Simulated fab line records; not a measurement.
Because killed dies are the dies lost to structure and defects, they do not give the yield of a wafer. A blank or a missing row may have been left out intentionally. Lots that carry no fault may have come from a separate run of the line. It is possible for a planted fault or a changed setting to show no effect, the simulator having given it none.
2 desks, one fault || flow gf180mcu || each desk holds nothing but its own numbers, with what lay behind them at the end

## THE METROLOGY DESK
Means of the sampled wafers that have a number, per lot and without regard to the tool the lot ran on: this is what the gauges read. The brackets show how far a lot's mean lies from the usual mean; more than 4 standard deviations puts the lot out of limits, marked OUT.
Columns: A = cd_nm at GF_M2_CD_MEAS_14, usual 279.5 nm; B = V2_BOW at GF_V2_BOW_MEAS_05, usual 103 um; C = V2_OVL at GF_V2_OVL_MEAS_15, usual -5 nm
{"lot": "L536", "first seen here": "day 19 11:13", "A": 278.3, "B": 107, "C": -6}
{"lot": "L537", "first seen here": "day 20 01:18", "A": 280.1, "B": 99, "C": -11}
{"lot": "L538", "first seen here": "day 20 13:24", "A": 279.4, "B": 104, "C": -4}
{"lot": "L539", "first seen here": "day 21 02:26", "A": 279.7, "B": 115, "C": -3}
{"lot": "L541", "first seen here": "day 21 08:35", "A": 278.5, "B": 106, "C": -12}
{"lot": "L542", "first seen here": "day 21 19:23", "A": 277.9, "B": 103, "C": -5}
{"lot": "L544", "first seen here": "day 22 06:23", "A": 281.3, "B": 99, "C": -11}
{"lot": "L546", "first seen here": "day 23 01:52", "A": 279.1, "B": 100, "C": -9}
{"lot": "L545", "first seen here": "day 23 02:08", "A": 280.2, "B": 105, "C": -2}
{"lot": "L548", "first seen here": "day 23 21:20", "A": 281.2, "B": 107, "C": -3}
{"lot": "L553", "first seen here": "day 25 09:48", "A": 279.7, "B": 105, "C": -4}
{"lot": "L557", "first seen here": "day 26 07:56", "A": 279.7, "B": 90, "C": -4}
{"lot": "L558", "first seen here": "day 26 11:35", "A": 280.0, "B": 110, "C": 2}
This desk's finding: nothing out of limits on any of the 13 lots.

## DESK OF THE TOOL OWNER: pvd_sputter-04
The tool's own readings at GF_M3_SPUTTER_04 (material TiN, target thk 50 nm, time 41.7 s): means of the sampled wafers that have a number, for each lot that ran on this tool. The brackets show how far a lot's mean lies from the usual mean; more than 4 standard deviations puts the lot out of limits, marked OUT.
Columns: A = cathode_dc_power_W at GF_M3_SPUTTER_04, usual 6500.0 W; B = throttle_valve_pct at GF_M3_SPUTTER_04, usual 30.0 %
{"lot": "L537", "first seen here": "day 21 03:49", "A": 6501.2, "B": 29.0}
{"lot": "L539", "first seen here": "day 22 05:13", "A": 6499.6, "B": 28.7}
{"lot": "L542", "first seen here": "day 22 22:01", "A": 6499.1, "B": 28.7}
{"lot": "L544", "first seen here": "day 23 08:34", "A": 6500.6, "B": 29.1}
{"lot": "L548", "first seen here": "day 24 22:30", "A": "6955.5 (+99 or more) OUT", "B": 29.1}
This desk's verdict: out of limits on L548, starting with L548 at day 24 22:30 (cathode_dc_power_W at GF_M3_SPUTTER_04). In limits: L537, L539, L542, L544.

## BROUGHT TOGETHER
At day 24 22:30, on L548, the tool owner's desk was in a position to raise an alarm.
The metrology desk saw nothing out of limits.
The metrology desk holds a record of L548, inside its limits.
GF_M3_SPUTTER_04 was run on pvd_sputter-04 by each of the lots named.

## WHAT THE SIMULATOR HAD INSERTED
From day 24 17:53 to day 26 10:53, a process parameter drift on pvd_sputter-04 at GF_M3_SPUTTER_04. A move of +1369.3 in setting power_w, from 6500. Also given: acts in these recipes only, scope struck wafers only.
Struck lots among those shown: L548.
Hours from the fault's start to each desk's first reading out of limits: the tool owner's desk, 5.
